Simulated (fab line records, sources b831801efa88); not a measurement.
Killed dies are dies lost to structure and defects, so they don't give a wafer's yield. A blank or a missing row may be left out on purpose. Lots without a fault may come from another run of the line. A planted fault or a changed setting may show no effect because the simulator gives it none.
Chamber matching | flow sky130 | SKY_POLY_CUT_ETCH_10 on rie_diel-01: 4 sister chambers
The step etches BARC in N2/H2, stops on SiO2, time 45.9 s, target depth 60 nm. 8 wafers are shown with their chamber, then 7 later ones without.

WAFERS WITH THEIR CHAMBER
wafer  | chamber | drypump_motor_current_A (A) | oes_product_au (a.u.)
L500.6 | 2       | 6.2                         | 0.851
L501.3 | 2       | 6.2                         | 0.854
L501.6 | 1       | 5.3                         | 0.856
L502.2 | 3       | 4.9                         | 0.869
L502.5 | 0       | 5.4                         | 0.853
L502.6 | 3       | 5.0                         | 0.854
L508.2 | 0       | 5.4                         | 0.854
L508.3 | 1       | 5.3                         | 0.861

WAFERS WITHOUT THEIR CHAMBER
wafer  | drypump_motor_current_A (A) | oes_product_au (a.u.)
L508.6 | 5.4                         | 0.860
L512.1 | 5.5                         | 0.853
L512.5 | 4.9                         | 0.855
L512.6 | 5.4                         | 0.853
L513.3 | 5.4                         | 0.855
L513.5 | 5.4                         | 0.858
L513.6 | 5.3                         | 0.850

WHICH CHAMBER EACH WENT THROUGH
wafer  | from the rows above     | in truth
L508.6 | can't be placed: 0 or 1 | 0
L512.1 | 0                       | 0
L512.5 | 3                       | 3
L512.6 | 0                       | 0
L513.3 | 0                       | 0
L513.5 | 0                       | 0
L513.6 | can't be placed: 1 or 0 | 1
Placed correctly: 5 of 7. Can't be placed from these rows: 2 (the true chamber is among the candidates in 2). Placed wrongly: 0.
How it was worked out, from the rows above alone: a wafer's distance from a chamber is the root of the sum, over the readings, of the square of ((its reading less the chamber's mean) divided by the reading's scatter). The wafer belongs to the nearest chamber; if the next one is less than 2 further off, it can't be placed. A chamber's mean is the mean of its shown wafers. The scatter: the root of (the sum of the squares of (reading less its chamber's mean) over the shown wafers, divided by (wafers less chambers)).
